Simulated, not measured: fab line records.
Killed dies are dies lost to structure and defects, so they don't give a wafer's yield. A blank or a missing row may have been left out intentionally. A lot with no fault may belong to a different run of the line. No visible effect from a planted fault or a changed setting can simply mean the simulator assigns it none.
A struck lot beside a sound one || flow sky130 || 15 steps out of a route of 708
Sound: the wafers L159.2, L159.3, L159.6. Struck: wafer L149.4 (L149.1, L149.3, from the same lot, were not struck and are left out); the cause is given at the end.
Order at every step that has rows: each side's tool, ch and its chambers, its first start. Under that, the readings that differ: sound wafers || struck wafers || difference of the means || sigmas: that difference in standard deviations of wafers without a fault.
alike: a reading whose means differ by less than 2 such deviations, as well as words and numbers matching on both sides. not compared: withheld readings; readings where some wafer has no value; bounds like >300 that might hide an equal value; numbers whose values overlap and for which the record gives no deviation.
A row with sigmas, a row that says differs or no value, or rows on one side alone: a step with any of these is where the two part. Numbers that don't overlap but have no deviation are shown without sigmas and don't part them. Lack of a reading on every wafer of one side parts them only where that side has two or more wafers.

SKY_VIA1_CMP_02: polishes SiO2.
  sound on cmp-01 ch 1,2,3, day 37 11:19; struck on cmp-01 ch 0, day 34 13:17
  alike: motor-current-A
SKY_VIA1_BOW_MEAS_03:
  sound on film-metro-03, day 37 11:32; struck on film-metro-01, day 34 13:32
  alike: VIA1_BOW
then, 4 steps without rows for these wafers: SKY_VIA1_DEHYDRATE_04 (time 60 s); SKY_VIA1_HMDS_05 (prime time 60 s); SKY_VIA1_COAT_06 (resist thk 60 nm); SKY_VIA1_COAT_07 (resist thk 450 nm).
SKY_VIA1_SOFTBAKE_08: time 94.36 s.
  sound: litho-track-03 ch 0; struck: litho-track-04 ch 0
  alike: plate-sensor-t-centre-C, plate-sensor-t-edge-C, resist-line-temp-C
then, 3 steps without rows for these wafers: SKY_VIA1_EXPOSE_09 (exposes mask VIM, target cd 150 nm); SKY_VIA1_PEB_10; SKY_VIA1_DEVELOP_11 (develop time 60 s).
SKY_VIA1_CD_MEAS_12: the cd target is 150 nm.
  sound on cd-sem-02, day 38 12:45; struck on cd-sem-01, day 35 15:32
  alike: cd-nm
SKY_VIA1_OVL_MEAS_13:
  sound on overlay-02, day 38 12:52; struck on overlay-02, day 35 15:39
  alike: VIA1_OVL
SKY_VIA1_ETCH_14: etches BARC in N2/H2, stops on SiO2, time 45.9 s, target depth 60 nm.
  sound on rie-diel-04 ch 0,1,3, day 38 12:53; struck on rie-diel-01 ch 2, day 35 15:41
{"reading": "drypump-motor-current-A (A)", "sound": "6.1 6.3 6.0", "struck": 5.2, "difference": -0.9, "sigmas": -2}
{"reading": "oes-product-au (a.u.)", "sound": "0.855 0.856 0.853", "struck": 0.842, "difference": -0.013, "sigmas": -3}
{"reading": "run-length-s (s)", "sound": "74.2 73.8 74.2", "struck": 76.2, "difference": "+2.1", "sigmas": "+5"}
  alike: throttle-valve-pct
  not compared: rf-hours-counter-h
SKY_VIA1_ETCH_15: etches SiO2 in C4F8/O2/Ar, stops on TiN, target depth 351 nm, time 54 s.
  sound on rie-diel-04 ch 0,1,3, day 38 12:56; struck on rie-diel-01 ch 2, day 35 15:44
{"reading": "oes-product-au (a.u.)", "sound": "0.978 0.988 0.988", "struck": 0.973, "difference": -0.012, "sigmas": -2}
  alike: run-length-s
  not compared: rf-hours-counter-h
-- the record jumps here: 11 days lie between the struck wafers' starts before and after (it left off in module VIA1 and takes up again in module PAD_OPEN, whose first step shown is number 708 of the route) --
SKY_PAD_OPEN_PROBE_99:
  sound on prober-02, day 49 06:02; struck on prober-02, day 47 02:20
  alike: defect-limited-yield, killed_at_M0_to_M3, killed_at_M4_up, killed-at-contacts, killed-at-front-end, killed-at-other, killed-dies, killed-open, killed-short, sort_bin_3_pad_short, sort_bin_5_function, sort_bin_6_memory, sort_bin_8_speed, sort-n-pass, sort-yield-pct

== WHERE THEY PART ==
Last at SKY_VIA1_ETCH_15 as far as this record goes, first at SKY_VIA1_ETCH_14. Later steps at which nothing parts them and some readings are alike: SKY_PAD_OPEN_PROBE_99.

WHY: whatever the simulator had introduced
rie-diel-01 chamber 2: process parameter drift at SKY_VIA1_ETCH_14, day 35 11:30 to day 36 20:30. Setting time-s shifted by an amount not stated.
